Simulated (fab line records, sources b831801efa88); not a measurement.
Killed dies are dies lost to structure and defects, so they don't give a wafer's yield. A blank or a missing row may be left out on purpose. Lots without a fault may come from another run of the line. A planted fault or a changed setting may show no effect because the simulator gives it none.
fab line records | flow gf180mcu
record lots=5 wafers=15 last_day=32
route steps=602 shown POLY_GATE@157 HV_LDD@176
lots that met no fault: from a run of the same line without faults
start_h: hours from the record's first day to the start of the lot's first wafer shown | wait_h: hours since the lot's step before | " the same as in the row above | L1.1+2: a row that stands for several wafers | - no value, or no start given | * or withheld: withheld | < > ~ a bound
route shown NAME@n: a module of which the file shows steps, and the number in the route of the first | usual: mean/standard deviation of fault-free wafers | same: alike in all rows | chamber/n: place in a boat | sites: the reading at each site | _std_site: their standard deviation | _edge_site: outer sites' mean less inner sites' | radius_mm: how far each site lies from the wafer's centre | mask NAME#n: copy n | behind: the tool/chamber that last shaped the wafer | hold: why the lot was held/for how many hours/how that ended | device: the transistor (n, p or np) that didn't switch | end of line: the same wafers' tests at the end of the route | a step without rows: its recipe alone | killed: dies lost to structure and defects at the first sort, not the wafer's yield | map: a wafer's dies, x killed, . not, _ none there
set.NAME: the setting as run; set.NAME@STEP: as run at that earlier step | model.NAME: the simulator's own value behind a step, which no gauge read
lots at some steps of the route; a table a step, a row a wafer
services: from which hour (start_h, from the record's first day; less than 0 if before it) a tool's chamber was out of use, for how many hours, and why
## steps
# step GF_POLY_GATE_CVD_00
# recipe material=poly-Si target_thk_nm=200 temp_c=620 time_s=1200 pressure_mtorr=200
# usual zone_power_centre_pct=9.3/0.91
# same time_s=1200
# columns lot.wafer tool chamber start_h wait_h zone_power_centre_pct
L075.2 lpcvd-02 0 190.57 0.0 8.3
L075.5 " 0 " " 8.4
L075.6 " 0 " " 8.4
L077.2 lpcvd-01 1 203.36 0.0 9.0
L077.3 " 1 " " 9.1
L077.4 " 1 " " 8.9
L083.2 lpcvd-01 0 244.27 0.0 9.3
L083.4 " 0 " " 9.4
L083.5 " 0 " " 9.3
L085.1 lpcvd-02 1 255.76 0.0 10.7
L085.2 " 1 " " 10.6
L085.3 " 1 " " 10.5
L089.1 lpcvd-02 1 283.99 0.0 10.6
L089.3 " 1 " " 10.7
L089.5 " 1 " " 10.7
# step GF_POLY_GATE_THK_MEAS_01
# recipe reads=poly-Si_of_POLY_GATE_CVD_00
# usual POLY_GATE_CVD_00_THK=199.9/1.8
# columns lot.wafer tool chamber start_h wait_h POLY_GATE_CVD_00_THK[nm]
L075.2 film_metro-04 - 191.92 0.0 201.7
L075.5 " - " " 204.3
L075.6 " - " " 202.7
L077.2 film_metro-02 - 204.71 0.0 200.3
L077.3 " - " " 200.0
L077.4 " - " " 201.7
L083.2 film_metro-02 - 245.61 0.0 199.5
L083.4 " - " " 200.8
L083.5 " - " " 200.4
L085.1 film_metro-02 - 257.76 0.0 201.1
L085.2 " - " " 199.9
L085.3 " - " " 200.0
L089.1 film_metro-04 - 285.33 0.0 199.3
L089.3 " - " " 199.9
L089.5 " - " " 200.2
# step GF_POLY_GATE_DEHYDRATE_02
# recipe temp_c=200 time_s=60
# same time_s=60
# columns lot.wafer tool chamber start_h wait_h
L075.2+5+6 litho_track-01 0 199.45 7.5
L077.2+3+4 litho_track-01 0 213.00 8.3
L083.2+4+5 litho_track-01 0 254.40 8.8
L085.1+2+3 litho_track-01 0 266.22 8.4
L089.1+3+5 litho_track-01 0 294.52 9.2
# step GF_POLY_GATE_HMDS_03
# recipe prime_time_s=60 prime_temp_c=120
# columns lot.wafer tool chamber start_h wait_h
L075.2+5+6 litho_track-01 0 199.60 0.1
L077.2+3+4 litho_track-01 0 213.15 0.1
L083.2+4+5 litho_track-01 0 254.55 0.1
L085.1+2+3 litho_track-01 0 266.37 0.1
L089.1+3+5 litho_track-01 0 294.67 0.1
# step GF_POLY_GATE_COAT_04
# recipe resist=BARC temp_c=withheld time_s=withheld spin_rpm=withheld resist_thk_nm=withheld
# columns lot.wafer tool chamber start_h wait_h
L075.2+5+6 litho_track-01 0 199.75 0.1
L077.2+3+4 litho_track-01 0 213.30 0.1
L083.2+4+5 litho_track-01 0 254.70 0.1
L085.1+2+3 litho_track-01 0 266.52 0.1
L089.1+3+5 litho_track-01 0 294.82 0.1
# step GF_POLY_GATE_COAT_05
# recipe resist=KrF spin_rpm=withheld resist_thk_nm=700
# columns lot.wafer tool chamber start_h wait_h
L075.2+5+6 litho_track-01 0 - -
L077.2+3+4 litho_track-01 0 - -
L083.2+4+5 litho_track-01 0 - -
L085.1+2+3 litho_track-01 0 - -
L089.1+3+5 litho_track-01 0 - -
# step GF_POLY_GATE_SOFTBAKE_06
# recipe temp_c=130.3 time_s=60 resist=KrF
# same time_s=60
# columns lot.wafer tool chamber start_h wait_h
L075.2+5+6 litho_track-01 0 - -
L077.2+3+4 litho_track-01 0 - -
L083.2+4+5 litho_track-01 0 - -
L085.1+2+3 litho_track-01 0 - -
L089.1+3+5 litho_track-01 0 - -
# step GF_POLY_GATE_EXPOSE_07
# recipe mask_id=Poly2 target_cd_nm=280 na=0.68 source_shape=conventional sigma_outer=0.6 dose_mj=28
# usual stage_vel_mm_s=500.00/0.28
# columns lot.wafer tool chamber start_h wait_h mask stage_vel_mm_s
L075.2 krf_scanner-02 0 - - Poly2#0 499.29
L075.5 " 0 " " Poly2#0 499.50
L075.6 " 0 " " Poly2#0 499.50
L077.2 krf_scanner-01 0 - - Poly2#0 499.79
L077.3 " 0 " " Poly2#0 499.79
L077.4 " 0 " " Poly2#0 500.14
L083.2 krf_scanner-01 0 - - Poly2#0 500.28
L083.4 " 0 " " Poly2#0 499.84
L083.5 " 0 " " Poly2#0 500.32
L085.1 krf_scanner-01 0 - - Poly2#0 499.85
L085.2 " 0 " " Poly2#0 499.90
L085.3 " 0 " " Poly2#0 499.89
L089.1 krf_scanner-02 0 - - Poly2#0 499.92
L089.3 " 0 " " Poly2#0 499.89
L089.5 " 0 " " Poly2#0 499.48
# step GF_POLY_GATE_PEB_08
# recipe peb_temp_c=135 peb_time_s=90 resist=KrF
# columns lot.wafer tool chamber start_h wait_h
L075.2+5+6 litho_track-04 0 - -
L077.2+3+4 litho_track-03 0 - -
L083.2+4+5 litho_track-04 0 - -
L085.1+2+3 litho_track-01 0 - -
L089.1+3+5 litho_track-04 0 - -
# step GF_POLY_GATE_DEVELOP_09
# recipe develop_time_s=60 resist=KrF dev_temp_c=21
# columns lot.wafer tool chamber start_h wait_h
L075.2+5+6 litho_track-04 0 208.42 0.2
L077.2+3+4 litho_track-03 0 223.03 0.2
L083.2+4+5 litho_track-04 0 264.72 0.2
L085.1+2+3 litho_track-01 0 276.42 0.2
L089.1+3+5 litho_track-04 0 305.49 0.2
# step GF_POLY_GATE_CD_MEAS_10
# recipe target_cd_nm=280
# usual cd_nm=280.1/1
# columns lot.wafer tool chamber start_h wait_h cd_nm
L075.2 cd_sem-02 - 208.56 0.1 279.4
L075.5 " - " " 279.1
L075.6 " - " " 279.1
L077.2 cd_sem-01 - 223.18 0.1 280.0
L077.3 " - " " 279.3
L077.4 " - " " 280.9
L083.2 cd_sem-02 - 264.86 0.1 283.4
L083.4 " - " " 282.4
L083.5 " - " " 282.1
L085.1 cd_sem-01 - 276.57 0.1 280.7
L085.2 " - " " 279.9
L085.3 " - " " 280.5
L089.1 cd_sem-01 - 305.64 0.1 278.6
L089.3 " - " " 278.0
L089.5 " - " " 278.1
# step GF_POLY_GATE_OVL_MEAS_11
# usual POLY_GATE_OVL=-5/6.7
# columns lot.wafer tool chamber start_h wait_h POLY_GATE_OVL[nm]
L075.2 overlay-01 - 208.67 0.1 -4
L075.5 " - " " -7
L075.6 " - " " 2
L077.2 overlay-01 - 223.28 0.1 1
L077.3 " - " " 2
L077.4 " - " " 1
L083.2 overlay-02 - 264.97 0.1 -1
L083.4 " - " " -8
L083.5 " - " " -1
L085.1 overlay-01 - 276.69 0.1 -15
L085.2 " - " " -15
L085.3 " - " " -15
L089.1 overlay-02 - 305.76 0.1 7
L089.3 " - " " -2
L089.5 " - " " 3
# step GF_POLY_GATE_ETCH_12
# recipe chemistry=N2/H2 target_depth_a=withheld overetch_a=withheld time_s=withheld target=BARC ion_energy_ev=200 source_w=500 bias_w=100 pressure_mtorr=30 n2_flow_sccm=100 h2_flow_sccm=200
# usual bias_w=100.00/0.3 chamber_pressure_mTorr=30.005/0.027 drypump_motor_current_A=5.7/0.52 oes_product_au=0.735/0.0047 throttle_valve_pct=13.213/0.0092
# columns lot.wafer tool chamber start_h wait_h bias_w chamber_pressure_mTorr drypump_motor_current_A oes_product_au throttle_valve_pct
L075.2 rie_diel-04 3 208.70 0.0 100.20 29.989 6.1 0.737 13.219
L075.5 " 1 " " 99.90 30.015 6.0 0.736 13.215
L075.6 " 0 " " 99.62 29.986 5.4 0.743 13.226
L077.2 rie_diel-03 1 223.31 0.0 100.12 30.045 6.5 0.731 13.219
L077.3 " 0 " " 100.21 30.003 4.8 0.732 13.207
L077.4 " 3 " " 99.95 29.995 6.2 0.731 13.233
L083.2 rie_diel-04 3 265.00 0.0 99.42 30.003 6.1 0.731 13.223
L083.4 " 1 " " 99.47 29.960 6.0 0.743 13.211
L083.5 " 3 " " 99.78 30.000 6.1 0.738 13.223
L085.1 rie_diel-04 2 276.73 0.0 100.61 29.985 6.0 0.731 13.203
L085.2 " 1 " " 99.75 29.994 6.0 0.735 13.197
L085.3 " 3 " " 99.56 30.018 6.1 0.728 13.205
L089.1 rie_diel-02 0 305.80 0.0 100.29 29.992 5.0 0.735 13.211
L089.3 " 2 " " 100.21 29.987 5.1 0.738 13.201
L089.5 " 3 " " 100.24 29.978 6.1 0.732 13.208
# step GF_POLY_GATE_ETCH_13
# recipe target=poly-Si target_depth_nm=198.5 stop_on=SiO2 over_etch_frac=0.403 chemistry=HBr/Cl2 icp_w=400 bias_w=100 pressure_mtorr=10 HBr_flow_sccm=150 Cl2_flow_sccm=50 time_s=69.6
# usual bias_w=100.0/0.31 chamber_pressure_mTorr=10.000/0.0093 drypump_motor_current_A=5.8/0.55 he_backside_leak_sccm=2.79/0.29 oes_product_au=0.991/0.008 throttle_valve_pct=33.685/0.01
# same time_s=69.6
# columns lot.wafer tool chamber start_h wait_h bias_w chamber_pressure_mTorr drypump_motor_current_A he_backside_leak_sccm oes_product_au rf_hours_counter_h throttle_valve_pct
L075.2 rie_si-02 3 208.75 - 99.9 10.000 5.7 2.58 0.987 1 33.699
L075.5 " 3 " " 100.2 9.991 5.6 2.56 0.986 - 33.697
L075.6 " 0 " " 99.8 10.008 6.3 2.46 1.005 - 33.681
L077.2 rie_si-01 3 223.36 - 99.6 9.985 6.6 3.06 1.000 94 33.685
L077.3 " 2 " " 100.4 10.006 5.6 2.71 0.994 108 33.678
L077.4 " 1 " " 100.2 9.999 4.9 3.18 0.999 84 33.694
L083.2 rie_si-01 1 265.05 - 99.5 9.985 4.9 3.10 0.995 84 33.674
L083.4 " 0 " " 100.0 9.998 6.1 2.91 0.994 101 33.689
L083.5 " 1 " " 99.7 10.006 4.9 3.01 0.994 - 33.674
L085.1 rie_si-01 3 276.78 - 100.0 10.006 6.6 2.99 0.987 94 33.684
L085.2 " 0 " " 99.7 10.007 6.0 3.11 0.998 102 33.678
L085.3 " 1 " " 99.4 10.001 4.9 3.06 1.000 84 33.689
L089.1 rie_si-01 3 305.85 - 100.4 10.002 6.6 2.97 0.996 95 33.687
L089.3 " 2 " " 99.5 9.990 5.6 2.53 0.997 0 33.684
L089.5 " 2 " " 100.1 10.021 5.6 2.53 0.989 - 33.683
# step GF_POLY_GATE_STRIP_14
# recipe chemistry=O2/N2 power_w=1400 pressure_mtorr=1500 platen_temp_c=250 o2_flow_sccm=3000 n2_flow_sccm=300 overash_fraction=0.5
# usual chamber_pressure_mTorr=1499.9/1.3 drypump_motor_current_A=6.0/0.41 heater_power_w=324/54 oes_product_au=0.505/0.005
# columns lot.wafer tool chamber start_h wait_h chamber_pressure_mTorr drypump_motor_current_A heater_power_w oes_product_au rf_hours_counter_h
L075.2 plasma_asher-03 1 208.81 0.0 1499.1 6.1 311 0.511 41
L075.5 " 1 " " 1499.9 6.1 297 0.507 -
L075.6 " 0 " " 1498.3 6.6 307 0.506 -
L077.2 plasma_asher-03 1 223.42 0.0 1499.8 6.1 305 0.510 43
L077.3 " 1 " " 1501.8 6.1 295 0.498 -
L077.4 " 0 " " 1500.7 6.6 309 0.506 -
L083.2 plasma_asher-02 0 265.10 0.0 1499.8 5.7 281 0.514 59
L083.4 " 1 " " 1500.1 5.3 311 0.504 -
L083.5 " 0 " " 1500.0 5.7 281 0.507 -
L085.1 plasma_asher-03 0 276.84 0.0 1497.5 6.6 307 0.506 48
L085.2 " 1 " " 1497.4 6.1 302 0.509 48
L085.3 " 1 " " 1501.1 6.1 302 0.497 -
L089.1 plasma_asher-04 0 305.90 0.0 1500.6 6.0 474 0.498 69
L089.3 " 0 " " 1499.6 6.0 474 0.500 -
L089.5 " 0 " " 1501.0 6.0 460 0.496 -
# step GF_POLY_GATE_CLEAN_15
# recipe chemistry=SC1/SC2 mix=1:4:20 temp_c=70 time_s=150 dry=n2_spin
# same time_s=150
# columns lot.wafer tool chamber start_h wait_h
L075.2+5+6 wet_bench-02 2 208.91 0.1
L077.2+3+4 wet_bench-04 2 223.52 0.1
L083.2+4+5 wet_bench-02 3 265.20 0.1
L085.1+2+3 wet_bench-02 1 276.94 0.1
L089.1+3+5 wet_bench-04 3 306.00 0.1
# step GF_POLY_GATE_OXIDATION_16
# recipe temp_c=850 ambient=O2 stabilise_s=600 purge_s=300 target_thk_a=40 ox_time_s=899
# usual zone_power_centre_pct=16.05/0.23
# columns lot.wafer tool chamber start_h wait_h zone_power_centre_pct
L075.2 furnace-01 0 208.96 0.0 15.81
L075.5 " 0 " " 15.95
L075.6 " 0 " " 16.21
L077.2 furnace-01 0 225.09 1.5 15.53
L077.3 " 0 " " 15.78
L077.4 " 0 " " 16.14
L083.2 furnace-02 0 266.51 1.3 16.13
L083.4 " 0 " " 16.34
L083.5 " 0 " " 16.24
L085.1 furnace-02 0 277.13 0.1 16.14
L085.2 " 0 " " 16.03
L085.3 " 0 " " 16.33
L089.1 furnace-02 0 306.66 0.6 16.36
L089.3 " 0 " " 15.99
L089.5 " 0 " " 16.01
# step GF_POLY_GATE_THK_MEAS_17
# recipe reads=SiO2_of_POLY_GATE_OXIDATION_16
# usual POLY_GATE_OXIDATION_THK=4.06/0.091
# columns lot.wafer tool chamber start_h wait_h POLY_GATE_OXIDATION_THK[nm]
L075.2 film_metro-04 - 210.22 0.0 4.01
L075.5 " - " " 4.03
L075.6 " - " " 4.09
L077.2 film_metro-02 - 226.35 0.0 4.10
L077.3 " - " " 4.04
L077.4 " - " " 4.02
L083.2 film_metro-04 - 267.77 0.0 4.06
L083.4 " - " " 4.01
L083.5 " - " " 4.04
L085.1 film_metro-02 - 278.38 0.0 4.01
L085.2 " - " " 4.02
L085.3 " - " " 4.03
L089.1 film_metro-04 - 307.91 0.0 4.10
L089.3 " - " " 4.10
L089.5 " - " " 4.08
# step GF_POLY_GATE_CD_MEAS_18
# usual cd_nm=279.4/2.1
# columns lot.wafer tool chamber start_h wait_h cd_nm
L075.2 cd_sem-02 - 210.29 0.1 277.5
L075.5 " - " " 279.0
L075.6 " - " " 273.0
L077.2 cd_sem-02 - 226.43 0.1 279.5
L077.3 " - " " 276.7
L077.4 " - " " 282.4
L083.2 cd_sem-02 - 267.85 0.1 280.3
L083.4 " - " " 281.1
L083.5 " - " " 279.0
L085.1 cd_sem-01 - 278.44 0.1 278.5
L085.2 " - " " 278.6
L085.3 " - " " 278.6
L089.1 cd_sem-01 - 307.97 0.1 280.3
L089.3 " - " " 279.1
L089.5 " - " " 278.7
# step GF_HV_LDD_DEHYDRATE_00
# recipe temp_c=200 time_s=60
# same time_s=60
# columns lot.wafer tool chamber start_h wait_h
L075.2+5+6 litho_track-02 0 218.78 8.5
L077.2+3+4 litho_track-03 0 234.78 8.3
L083.2+4+5 litho_track-04 0 276.87 9.0
L085.1+2+3 litho_track-04 0 288.09 9.6
L089.1+3+5 litho_track-03 0 318.11 10.1
# step GF_HV_LDD_HMDS_01
# recipe prime_time_s=60 prime_temp_c=120
# columns lot.wafer tool chamber start_h wait_h
L075.2+5+6 litho_track-02 0 218.93 0.1
L077.2+3+4 litho_track-03 0 234.93 0.1
L083.2+4+5 litho_track-04 0 277.02 0.1
L085.1+2+3 litho_track-04 0 288.24 0.1
L089.1+3+5 litho_track-03 0 318.26 0.1
# step GF_HV_LDD_COAT_02
# recipe resist=NOVOLAK spin_rpm=3000 resist_thk_nm=1000
# columns lot.wafer tool chamber start_h wait_h
L075.2+5+6 litho_track-02 0 219.08 0.1
L077.2+3+4 litho_track-03 0 235.08 0.1
L083.2+4+5 litho_track-04 0 277.17 0.1
L085.1+2+3 litho_track-04 0 288.39 0.1
L089.1+3+5 litho_track-03 0 318.41 0.1
# step GF_HV_LDD_SOFTBAKE_03
# recipe temp_c=90 time_s=60 resist=NOVOLAK
# same time_s=60
# columns lot.wafer tool chamber start_h wait_h
L075.2+5+6 litho_track-02 0 219.23 0.1
L077.2+3+4 litho_track-03 0 235.23 0.1
L083.2+4+5 litho_track-04 0 277.32 0.1
L085.1+2+3 litho_track-04 0 288.54 0.1
L089.1+3+5 litho_track-03 0 318.56 0.1
# step GF_HV_LDD_EXPOSE_04
# recipe mask_id=Nplus_LV_AREA target_cd_nm=400 na=0.6 source_shape=conventional sigma_outer=0.6 dose_mj=140
# usual stage_vel_mm_s=500.12/0.24
# columns lot.wafer tool chamber start_h wait_h mask stage_vel_mm_s
L075.2 iline_stepper-02 0 - - Nplus_LV_AREA#0 500.34
L075.5 " 0 " " Nplus_LV_AREA#0 499.90
L075.6 " 0 " " Nplus_LV_AREA#0 500.15
L077.2 iline_stepper-01 0 - - Nplus_LV_AREA#0 499.97
L077.3 " 0 " " Nplus_LV_AREA#0 499.99
L077.4 " 0 " " Nplus_LV_AREA#0 500.23
L083.2 iline_stepper-01 0 - - Nplus_LV_AREA#0 500.16
L083.4 " 0 " " Nplus_LV_AREA#0 500.07
L083.5 " 0 " " Nplus_LV_AREA#0 500.22
L085.1 iline_stepper-01 0 - - Nplus_LV_AREA#0 499.94
L085.2 " 0 " " Nplus_LV_AREA#0 500.10
L085.3 " 0 " " Nplus_LV_AREA#0 500.01
L089.1 iline_stepper-02 0 - - Nplus_LV_AREA#0 500.04
L089.3 " 0 " " Nplus_LV_AREA#0 499.84
L089.5 " 0 " " Nplus_LV_AREA#0 500.23
# step GF_HV_LDD_PEB_05
# recipe temp_c=withheld time_s=* resist=NOVOLAK
# same time_s=*
# columns lot.wafer tool chamber start_h wait_h
L075.2+5+6 litho_track-03 0 - -
L077.2+3+4 litho_track-03 0 - -
L083.2+4+5 litho_track-04 0 - -
L085.1+2+3 litho_track-04 0 - -
L089.1+3+5 litho_track-03 0 - -
# step GF_HV_LDD_DEVELOP_06
# recipe develop_time_s=60 dev_temp_c=23
# columns lot.wafer tool chamber start_h wait_h
L075.2+5+6 litho_track-03 0 227.38 0.1
L077.2+3+4 litho_track-03 0 244.33 0.1
L083.2+4+5 litho_track-04 0 287.02 0.1
L085.1+2+3 litho_track-04 0 298.84 0.1
L089.1+3+5 litho_track-03 0 328.91 0.1
# step GF_HV_LDD_CD_MEAS_07
# recipe target_cd_nm=400
# usual cd_nm=399.8/2.2
# columns lot.wafer tool chamber start_h wait_h cd_nm
L075.2 cd_sem-01 - 227.53 0.1 403.9
L075.5 " - " " 401.4
L075.6 " - " " 402.5
L077.2 cd_sem-02 - 244.60 0.2 403.0
L077.3 " - " " 402.6
L077.4 " - " " 403.5
L083.2 cd_sem-02 - 287.16 0.1 396.9
L083.4 " - " " 399.8
L083.5 " - " " 399.7
L085.1 cd_sem-02 - 298.99 0.1 398.9
L085.2 " - " " 400.9
L085.3 " - " " 399.0
L089.1 cd_sem-01 - 329.06 0.1 398.7
L089.3 " - " " 397.7
L089.5 " - " " 400.4
# step GF_HV_LDD_OVL_MEAS_08
# usual HV_LDD_OVL=1.0/1.5
# columns lot.wafer tool chamber start_h wait_h HV_LDD_OVL[nm]
L075.2 overlay-01 - 227.63 0.1 -2.1
L075.5 " - " " -1.9
L075.6 " - " " -1.9
L077.2 overlay-01 - 244.71 0.1 1.0
L077.3 " - " " 1.2
L077.4 " - " " 0.9
L083.2 overlay-01 - 287.27 0.1 2.5
L083.4 " - " " 2.0
L083.5 " - " " 1.2
L085.1 overlay-01 - 299.11 0.1 3.1
L085.2 " - " " 3.1
L085.3 " - " " 3.0
L089.1 overlay-01 - 329.18 0.1 1.9
L089.3 " - " " 3.1
L089.5 " - " " 0.8
# step GF_HV_LDD_IMPLANT_09
# recipe species=As energy_kev=40 dose_cm2=1e+14 tilt_deg=7
# same implant_ion_amu=75
# columns lot.wafer tool chamber start_h wait_h
L075.2+5+6 implanter-03 0 227.69 0.0
L077.2+3+4 implanter-03 0 244.76 0.0
L083.2+4+5 implanter-03 0 287.43 0.2
L085.1+2+3 implanter-03 0 299.15 0.0
L089.1+3+5 implanter-03 0 329.21 0.0
# step GF_HV_LDD_STRIP_10
# recipe chemistry=O2/N2 power_w=1400 pressure_mtorr=1500 platen_temp_c=250 o2_flow_sccm=3000 n2_flow_sccm=300 overash_fraction=0.5
# usual chamber_pressure_mTorr=1500.1/1.3 drypump_motor_current_A=5.8/0.34 heater_power_w=333/55 oes_product_au=0.716/0.0046 strip_time_to_endpoint_s=12.65/0.038
# columns lot.wafer tool chamber start_h wait_h chamber_pressure_mTorr drypump_motor_current_A heater_power_w oes_product_au rf_hours_counter_h strip_time_to_endpoint_s
L075.2 plasma_asher-02 1 227.81 0.1 1500.2 5.4 312 0.712 55 12.63
L075.5 " 1 " " 1498.6 5.3 313 0.716 - 12.60
L075.6 " 0 " " 1501.3 5.7 281 0.713 - 12.56
L077.2 plasma_asher-02 1 244.89 0.1 1501.4 5.4 312 0.712 57 12.62
L077.3 " 1 " " 1499.4 5.4 319 0.727 - 12.68
L077.4 " 0 " " 1501.2 5.7 279 0.716 - 12.64
L083.2 plasma_asher-01 1 287.55 0.1 1496.9 5.6 316 0.718 18 12.66
L083.4 " 1 " " 1499.7 5.6 322 0.721 - 12.68
L083.5 " 1 " " 1499.0 5.6 315 0.716 - 12.61
L085.1 plasma_asher-04 1 299.30 0.1 1500.8 6.3 352 0.710 68 12.70
L085.2 " 0 " " 1499.7 6.0 466 0.714 68 12.64
L085.3 " 0 " " 1499.4 6.0 470 0.718 - 12.62
L089.1 plasma_asher-02 0 329.36 0.1 1499.6 5.7 276 0.714 66 12.61
L089.3 " 0 " " 1498.5 5.7 283 0.720 - 12.67
L089.5 " 1 " " 1499.1 5.4 301 0.722 - 12.60
# step GF_HV_LDD_TW_MEAS_11
# usual HV_LDD_TW=2413/20
# columns lot.wafer tool chamber start_h wait_h HV_LDD_TW
L075.2 film_metro-02 - 227.92 0.1 2420
L075.5 " - " " 2424
L075.6 " - " " 2412
L077.2 film_metro-01 - 245.00 0.1 2411
L077.3 " - " " 2402
L077.4 " - " " 2431
L083.2 film_metro-03 - 287.66 0.1 2394
L083.4 " - " " 2398
L083.5 " - " " 2401
L085.1 film_metro-03 - 299.40 0.1 2398
L085.2 " - " " 2391
L085.3 " - " " 2395
L089.1 film_metro-02 - 329.46 0.1 2426
L089.3 " - " " 2430
L089.5 " - " " 2436
# step GF_HV_LDD_DEHYDRATE_12
# recipe temp_c=200 time_s=60
# same time_s=60
# columns lot.wafer tool chamber start_h wait_h
L075.2+5+6 litho_track-02 0 236.33 8.4
L077.2+3+4 litho_track-04 0 253.07 8.1
L083.2+4+5 litho_track-02 0 297.18 9.5
L085.1+2+3 litho_track-04 0 309.14 9.7
L089.1+3+5 litho_track-02 0 339.70 10.2
# step GF_HV_LDD_HMDS_13
# recipe prime_time_s=60 prime_temp_c=120
# columns lot.wafer tool chamber start_h wait_h
L075.2+5+6 litho_track-02 0 236.48 0.1
L077.2+3+4 litho_track-04 0 253.22 0.1
L083.2+4+5 litho_track-02 0 297.33 0.1
L085.1+2+3 litho_track-04 0 309.29 0.1
L089.1+3+5 litho_track-02 0 339.85 0.1
# step GF_HV_LDD_COAT_14
# recipe resist=NOVOLAK spin_rpm=3000 resist_thk_nm=1000
# columns lot.wafer tool chamber start_h wait_h
L075.2+5+6 litho_track-02 0 236.63 0.1
L077.2+3+4 litho_track-04 0 253.37 0.1
L083.2+4+5 litho_track-02 0 297.48 0.1
L085.1+2+3 litho_track-04 0 309.44 0.1
L089.1+3+5 litho_track-02 0 340.00 0.1
# step GF_HV_LDD_SOFTBAKE_15
# recipe temp_c=90 time_s=60 resist=NOVOLAK
# same time_s=60
# columns lot.wafer tool chamber start_h wait_h
L075.2+5+6 litho_track-02 0 236.78 0.1
L077.2+3+4 litho_track-04 0 253.52 0.1
L083.2+4+5 litho_track-02 0 297.63 0.1
L085.1+2+3 litho_track-04 0 309.59 0.1
L089.1+3+5 litho_track-02 0 340.15 0.1
# step GF_HV_LDD_EXPOSE_16
# recipe mask_id=Pplus_LV_AREA target_cd_nm=400 na=0.6 source_shape=conventional sigma_outer=0.6 dose_mj=140
# usual stage_vel_mm_s=500.04/0.21
# columns lot.wafer tool chamber start_h wait_h mask stage_vel_mm_s
L075.2 iline_stepper-02 0 - - Pplus_LV_AREA#0 499.89
L075.5 " 0 " " Pplus_LV_AREA#0 499.99
L075.6 " 0 " " Pplus_LV_AREA#0 500.01
L077.2 iline_stepper-01 0 - - Pplus_LV_AREA#0 500.19
L077.3 " 0 " " Pplus_LV_AREA#0 499.93
L077.4 " 0 " " Pplus_LV_AREA#0 499.92
L083.2 iline_stepper-01 0 - - Pplus_LV_AREA#0 500.09
L083.4 " 0 " " Pplus_LV_AREA#0 499.89
L083.5 " 0 " " Pplus_LV_AREA#0 499.88
L085.1 iline_stepper-01 0 - - Pplus_LV_AREA#0 499.99
L085.2 " 0 " " Pplus_LV_AREA#0 500.39
L085.3 " 0 " " Pplus_LV_AREA#0 499.96
L089.1 iline_stepper-02 0 - - Pplus_LV_AREA#0 500.61
L089.3 " 0 " " Pplus_LV_AREA#0 500.09
L089.5 " 0 " " Pplus_LV_AREA#0 500.41
# step GF_HV_LDD_PEB_17
# recipe temp_c=withheld time_s=* resist=NOVOLAK
# same time_s=*
# columns lot.wafer tool chamber start_h wait_h
L075.2+5+6 litho_track-03 0 - -
L077.2+3+4 litho_track-04 0 - -
L083.2+4+5 litho_track-04 0 - -
L085.1+2+3 litho_track-04 0 - -
L089.1+3+5 litho_track-02 0 - -
# step GF_HV_LDD_DEVELOP_18
# recipe develop_time_s=60 dev_temp_c=23
# columns lot.wafer tool chamber start_h wait_h
L075.2+5+6 litho_track-03 0 245.63 0.1
L077.2+3+4 litho_track-04 0 263.17 0.1
L083.2+4+5 litho_track-04 0 307.52 0.1
L085.1+2+3 litho_track-04 0 319.89 0.1
L089.1+3+5 litho_track-02 0 350.60 0.1
# step GF_HV_LDD_CD_MEAS_19
# recipe target_cd_nm=400
# usual cd_nm=399.6/2.6
# columns lot.wafer tool chamber start_h wait_h cd_nm
L075.2 cd_sem-02 - 245.78 0.1 401.2
L075.5 " - " " 402.0
L075.6 " - " " 401.5
L077.2 cd_sem-02 - 263.31 0.1 398.3
L077.3 " - " " 398.1
L077.4 " - " " 397.6
L083.2 cd_sem-02 - 307.66 0.1 394.5
L083.4 " - " " 397.0
L083.5 " - " " 394.5
L085.1 cd_sem-01 - 320.04 0.1 400.2
L085.2 " - " " 400.5
L085.3 " - " " 400.6
L089.1 cd_sem-01 - 350.75 0.1 402.1
L089.3 " - " " 403.7
L089.5 " - " " 400.6
# step GF_HV_LDD_OVL_MEAS_20
# usual HV_LDD_01_OVL=0.2/1.5
# columns lot.wafer tool chamber start_h wait_h HV_LDD_01_OVL[nm]
L075.2 overlay-02 - 245.88 0.1 1.9
L075.5 " - " " 1.2
L075.6 " - " " 0.9
L077.2 overlay-01 - 263.42 0.1 0.5
L077.3 " - " " -1.6
L077.4 " - " " -0.9
L083.2 overlay-01 - 307.77 0.1 -2.6
L083.4 " - " " -0.4
L083.5 " - " " -1.0
L085.1 overlay-01 - 320.16 0.1 0.3
L085.2 " - " " 1.4
L085.3 " - " " 1.5
L089.1 overlay-02 - 350.87 0.1 0.3
L089.3 " - " " 2.0
L089.5 " - " " 2.2
# step GF_HV_LDD_IMPLANT_21
# recipe species=BF2 energy_kev=25 dose_cm2=5e+13 tilt_deg=7
# same implant_ion_amu=49
# columns lot.wafer tool chamber start_h wait_h
L075.2+5+6 implanter-03 0 245.94 0.0
L077.2+3+4 implanter-03 0 263.47 0.0
L083.2+4+5 implanter-03 0 307.82 0.0
L085.1+2+3 implanter-04 0 320.20 0.0
L089.1+3+5 implanter-04 0 350.91 0.0
## services
# columns tool chamber start_h hours kind
iline_stepper-02 - 181.06 1.7 pm
krf_scanner-01 - 183.17 0.8 pm
furnace-02 - 190.57 7.3 pm
plasma_asher-03 - 190.74 0.9 repair
rie_diel-04 3 192.27 9.3 repair
iline_stepper-02 - 195.95 14.5 repair
rie_diel-04 2 204.52 6.3 repair
furnace-02 - 212.19 3.7 pm
iline_stepper-01 - 222.67 2.1 pm
krf_scanner-01 - 224.74 1.3 pm
wet_bench-02 - 237.01 4.3 repair
krf_scanner-01 - 237.40 1.0 pm
iline_stepper-02 - 238.17 2.1 pm
rie_diel-04 2 239.61 5.0 repair
rie_diel-04 - 251.81 0.2 repair
wet_bench-02 - 258.49 1.9 pm
rie_diel-04 - 262.05 0.8 repair
implanter-03 - 267.41 3.3 repair
plasma_asher-02 - 302.34 3.7 repair
implanter-03 - 312.79 3.5 pm
rie_si-01 3 313.41 15.5 repair
iline_stepper-01 - 317.01 7.4 repair
implanter-03 - 325.99 3.2 pm
iline_stepper-01 - 332.68 1.7 pm
## key
fault none
